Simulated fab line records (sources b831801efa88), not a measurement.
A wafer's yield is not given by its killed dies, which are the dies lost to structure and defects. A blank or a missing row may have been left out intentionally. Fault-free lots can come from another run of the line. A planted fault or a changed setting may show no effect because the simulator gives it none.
Matching of chambers | flow gf180mcu | 4 sister chambers for GF_STI_ETCH_13 on rieDiel-02
The step etches the open film in CHF3/O2, stops on Si, target depth 282.31 nm, time 112.9 s. 4 wafers are shown with their chamber, then 8 later ones without.

== WAFERS WITH THEIR CHAMBER ==
wafer  | chamber | drypumpMotorCurrentA (A)
L080.3 | 1       | 5.8
L080.6 | 2       | 6.3
L086.2 | 3       | 6.0
L088.2 | 0       | 5.5

== WAFERS WITHOUT THEIR CHAMBER ==
wafer  | drypumpMotorCurrentA (A)
L088.4 | 6.3
L088.5 | 5.9
L089.2 | 5.5
L089.3 | 6.3
L089.5 | 5.9
L096.2 | 6.3
L096.5 | 5.8
L096.6 | 5.5

== THE CHAMBER EACH PASSED THROUGH ==
wafer  | from the rows above     | in truth
L088.4 | 2                       | 2
L088.5 | can't be placed: 3 or 1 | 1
L089.2 | 0                       | 0
L089.3 | 2                       | 2
L089.5 | can't be placed: 3 or 1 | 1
L096.2 | 2                       | 2
L096.5 | 1                       | 1
L096.6 | 0                       | 0
Placed correctly: 6 of 8. Can't be placed from these rows: 2 (the true chamber is among the candidates in 2). Number placed wrongly: 0.
How it was worked out, from the rows above alone: a wafer's distance from a chamber is the root of the sum, over the readings, of the square of ((its reading less the chamber's mean) divided by the reading's scatter). The wafer belongs to the nearest chamber; if the next one is less than 2 further off, it can't be placed. The mean given for a chamber averages the wafers shown for that chamber. The scatter (one wafer shown for each chamber): square how far every hidden wafer sits from the nearest shown wafer, average those squares and take the square root.
